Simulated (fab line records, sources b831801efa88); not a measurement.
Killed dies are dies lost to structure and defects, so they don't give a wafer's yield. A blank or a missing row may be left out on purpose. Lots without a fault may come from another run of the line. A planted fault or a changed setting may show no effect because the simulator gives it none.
Which tool did it? | flow gf180mcu | 6 lots, 18 wafers sampled, at 3 steps of a route of 602

WHAT THE GAUGES READ, wafer by wafer
GF_HV_LDD_THK_MEAS_55.
lot  | measured     | on            | HV_LDD_CVD_54_THK (nm)
L477 | day 13 04:58 | film_metro-04 | 10.09 10.06 10.15
L480 | day 14 10:10 | film_metro-01 | 10.20 10.24 10.13
L482 | day 15 09:07 | film_metro-03 | 9.95 9.84 9.88
L486 | day 16 05:07 | film_metro-04 | 3.50 3.50 3.48
L488 | day 17 02:50 | film_metro-03 | 3.48 3.49 3.50
L497 | day 20 02:24 | film_metro-03 | 9.82 9.88 9.87

WHICH TOOL RAN EACH LOT (tool, then ch and the chambers of the sampled wafers, then the start)
lot  | GF_VT_IMPLANT_STRIP_20               | GF_HV_LDD_CVD_54
L477 | plasma_asher-03 ch 0,1, day 6 19:01  | lpcvd-02 ch 0, day 13 03:56
L480 | plasma_asher-03 ch 0,1, day 7 15:47  | lpcvd-02 ch 1, day 14 09:07
L482 | plasma_asher-04 ch 0,1, day 8 10:25  | lpcvd-01 ch 1, day 15 08:05
L486 | plasma_asher-01 ch 0,1, day 9 04:18  | lpcvd-02 ch 1, day 16 03:34
L488 | plasma_asher-03 ch 0,1, day 9 20:28  | lpcvd-02 ch 1, day 17 01:49
L497 | plasma_asher-04 ch 0,1, day 12 05:19 | lpcvd-02 ch 0, day 20 01:22
- GF_VT_IMPLANT_STRIP_20: strips in O2/N2.
- GF_HV_LDD_CVD_54: deposits SiO2 from TEOS, target thk 10 nm, time 75 s.

THE ANSWER, worked out from the rows above alone
Rule: what is usual is taken from the lots themselves. Put in order of their means at a reading, lots are off if they are a third of the lots or fewer, leave a main group of 4 or more, and stand apart from it by a gap of 3 or more times the standard deviation of the main group's means; of several such gaps the widest counts. A main group whose means are all the same, to the digits that the tables above print for the reading, isn't used. A lot without any number at a reading at which 4 lots or more have one is off too. The other lots that the step has rows for count as sound.
Off: L486, L488, at GF_HV_LDD_THK_MEAS_55 (HV_LDD_CVD_54_THK). The main group: mean 10.01 nm, standard deviation 0.14.
A tool fits if, at a process step before that reading, it ran every lot that is off, and no sound lot after the first of them. The gauges at GF_HV_LDD_THK_MEAS_55 are tried like those tools. None of those tried fits.

WHAT THE SIMULATOR HAD PUT IN
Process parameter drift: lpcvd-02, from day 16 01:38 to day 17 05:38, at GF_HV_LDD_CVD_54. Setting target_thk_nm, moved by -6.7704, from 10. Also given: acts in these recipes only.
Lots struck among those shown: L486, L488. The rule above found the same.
